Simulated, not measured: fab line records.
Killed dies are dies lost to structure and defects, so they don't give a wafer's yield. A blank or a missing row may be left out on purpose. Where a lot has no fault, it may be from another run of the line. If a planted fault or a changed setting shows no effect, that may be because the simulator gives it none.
What tool caused it?	flow gf180mcu	Sampling: 13 lots, 39 wafers, 4 of 602 route steps

## WHAT THE GAUGES SHOWED, per wafer
GF_CONTACT_RS_MEAS_25: uses a four-point probe to measure.
lot	measured	on	CONTACT_W_RS (ohm/sq)
L944	day 17 11:30	filmMetro-04	0.385 0.383 0.383
L945	day 17 14:25	filmMetro-03	0.388 0.389 0.389
L946	day 18 02:41	filmMetro-02	0.380 0.382 0.379
L947	day 18 10:23	filmMetro-04	0.387 0.383 0.386
L948	day 18 19:14	filmMetro-04	0.387 0.387 0.385
L952	day 20 16:34	filmMetro-03	0.379 0.381 0.382
L954	day 21 01:47	filmMetro-03	0.390 0.386 0.389
L957	day 22 03:59	filmMetro-03	0.387 0.382 0.379
L959	day 22 21:58	filmMetro-04	0.381 0.383 0.378
L960	day 23 10:10	filmMetro-02	0.384 0.382 0.384
L961	day 24 07:41	filmMetro-04	0.388 0.381 0.382
L962	day 24 09:19	filmMetro-03	0.381 0.380 0.382
L963	day 24 22:41	filmMetro-04	0.383 0.390 0.387

GF_V1_THK_MEAS_01.
lot	measured	on	V1_CVD_00_THK (nm)
L944	day 18 11:26	filmMetro-03	587 596 597
L945	day 18 15:07	filmMetro-01	586 584 587
L946	day 19 04:15	filmMetro-03	596 596 597
L947	day 19 11:50	filmMetro-03	592 584 585
L948	day 19 20:57	filmMetro-02	597 592 599
L952	day 21 18:33	filmMetro-03	599 595 592
L954	day 22 02:54	filmMetro-01	586 587 591
L957	day 23 05:04	filmMetro-03	599 593 603
L959	day 23 21:43	filmMetro-01	595 601 597
L960	day 24 09:48	filmMetro-01	591 598 594
L961	day 25 06:37	filmMetro-01	605 601 599
L962	day 25 08:20	filmMetro-01	599 592 597
L963	day 25 21:22	filmMetro-02	598 596 599

GF_M2_THK_MEAS_06: measures by xrf.
lot	measured	on	M2_ALCU_THK (nm)
L944	day 19 13:43	filmMetro-01	450 448 445
L945	day 19 17:08	filmMetro-04	452 455 454
L946	day 20 06:58	filmMetro-02	450 450 446
L947	day 20 14:38	filmMetro-01	444 446 443
L948	day 20 23:23	filmMetro-01	449 448 447
L952	day 22 19:56	filmMetro-01	451 451 453
L954	day 23 04:02	filmMetro-01	446 450 441
L957	day 24 05:46	filmMetro-01	450 449 447
L959	day 24 21:34	filmMetro-02	449 445 450
L960	day 25 09:31	filmMetro-01	452 443 446
L961	day 26 06:21	filmMetro-04	445 449 448
L962	day 26 08:26	filmMetro-04	454 445 456
L963	day 26 20:36	filmMetro-01	445 440 443

## WHICH TOOL RAN EACH LOT (tool, then ch and the chambers of the sampled wafers, then the start)
lot	GF_LVPWELL_EXPOSE_04
L944	ilineStepper-01 ch 0, day 4 13:15
L945	ilineStepper-02 ch 0, day 4 17:45
L946	ilineStepper-02 ch 0, day 4 22:36
L947	ilineStepper-01 ch 0, day 5 03:59
L948	ilineStepper-02 ch 0, day 5 11:25
L952	ilineStepper-02 ch 0, day 6 11:03
L954	ilineStepper-02 ch 0, day 6 19:34
L957	ilineStepper-01 ch 0, day 7 10:47
L959	ilineStepper-01 ch 0, day 7 23:30
L960	ilineStepper-01 ch 0, day 8 09:03
L961	ilineStepper-02 ch 0, day 8 22:09
L962	ilineStepper-01 ch 0, day 8 22:36
L963	ilineStepper-02 ch 0, day 9 11:12
- GF_LVPWELL_EXPOSE_04: exposes mask LVPWELL, target cd 600 nm.

## AS READ BY THE TOOLS THEMSELVES (means over the sampled wafers that have a number; for cases with no such wafer, the mark the record gives instead)
GF_LVPWELL_EXPOSE_04.
lot	tool	reticleTempC (C)
L944	ilineStepper-01	22.87
L945	ilineStepper-02	23.02
L946	ilineStepper-02	23.04
L947	ilineStepper-01	23.14
L948	ilineStepper-02	22.95
L952	ilineStepper-02	23.10
L954	ilineStepper-02	22.95
L957	ilineStepper-01	22.95
L959	ilineStepper-01	23.00
L960	ilineStepper-01	23.07
L961	ilineStepper-02	23.08
L962	ilineStepper-01	22.90
L963	ilineStepper-02	23.03

## THE ANSWER, worked out from the rows above alone
Rule: what is usual is taken from the lots themselves. The widest of any qualifying gaps counts: lots, ordered by their means at a reading, are off when they make up no more than a third of the lots, leave a main group of 4 or more, and stand apart from it by 3 or more times the standard deviation of that group's means. If all means in a main group match to the digits the tables above print for the reading, that group is not used. A lot without any number at a reading at which 4 lots or more have one is off too. Any other lot the step has rows for is counted as sound. The gauges are gone through in route order, then the tools' own readings, and for those a lot's mean is taken as printed above. The first step at which some lot is off is used, and at that step the reading that is off furthest; a lot without a number counts as furthest.
Nothing can be told from this: no lot is off at any reading shown.

## WHAT THE SIMULATOR PUT IN
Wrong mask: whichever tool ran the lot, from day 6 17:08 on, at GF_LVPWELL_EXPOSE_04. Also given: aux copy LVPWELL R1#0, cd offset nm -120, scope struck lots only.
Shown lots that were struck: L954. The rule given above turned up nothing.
